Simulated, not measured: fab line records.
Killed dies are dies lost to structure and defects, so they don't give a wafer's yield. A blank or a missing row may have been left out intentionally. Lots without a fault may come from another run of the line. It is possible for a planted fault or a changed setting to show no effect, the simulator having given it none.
2 desks looking at one fault | flow sfq_line | numbers are kept per desk, each desk with only its own; the story behind them comes last

== THE METROLOGY DESK ==
What the gauges read for every lot (on any tool): the sampled wafers with a number, averaged. Marked OUT: a lot whose mean sits more than 4 standard deviations from the usual mean, which makes it out of limits; the brackets give that distance.
Columns: A = M3_NB_RS at SFQ_M3_RS_MEAS_919, usual 0.891 ohm/sq; B = M3_OVL at SFQ_M3_OVL_MEAS_921, usual -1 nm
lot  | first seen here | A     | B
L693 | day 44 14:47    | 0.880 | -6
L694 | day 44 23:11    | 0.880 | 2
L695 | day 45 03:58    | 0.886 | 6
L709 | day 47 19:44    | 0.898 | -1
L710 | day 48 04:09    | 0.891 | 1
L711 | day 48 07:45    | 0.896 | -4
This desk's verdict: no lot among the 6 shows anything out of limits.

== FOR THE TOOL OWNER'S DESK: rie_metal-03 ==
The tool's own readings at SFQ_TRILAYER_M3_ETCH_METAL_ETCH_078 (etches Nb in Cl2/Ar, stops on SiO2, target depth 240 nm, time 120 s): means of the sampled wafers that have a number, for each lot that ran on this tool. Marked OUT: a lot whose mean sits more than 4 standard deviations from the usual mean, which makes it out of limits; the brackets give that distance.
Columns: A = bias_w at SFQ_TRILAYER_M3_ETCH_METAL_ETCH_078, usual 80.02 W; B = drypump_motor_current_A at SFQ_TRILAYER_M3_ETCH_METAL_ETCH_078, usual 5.8 A; C = oes_product_au at SFQ_TRILAYER_M3_ETCH_METAL_ETCH_078, usual 0.894 a.u.
lot  | first seen here | A     | B   | C
L695 | day 45 07:41    | 79.79 | 6.3 | 0.897
L709 | day 52 12:31    | 80.13 | 6.3 | 0.887
L710 | day 52 17:53    | 79.95 | 6.1 | 0.885
This desk's verdict: no lot among the 3 shows anything out of limits.

== TAKEN TOGETHER ==
From the metrology desk's view, nothing was out of limits.
The desk of the tool owner found nothing out of limits.

== WHAT WAS PUT IN BY THE SIMULATOR ==
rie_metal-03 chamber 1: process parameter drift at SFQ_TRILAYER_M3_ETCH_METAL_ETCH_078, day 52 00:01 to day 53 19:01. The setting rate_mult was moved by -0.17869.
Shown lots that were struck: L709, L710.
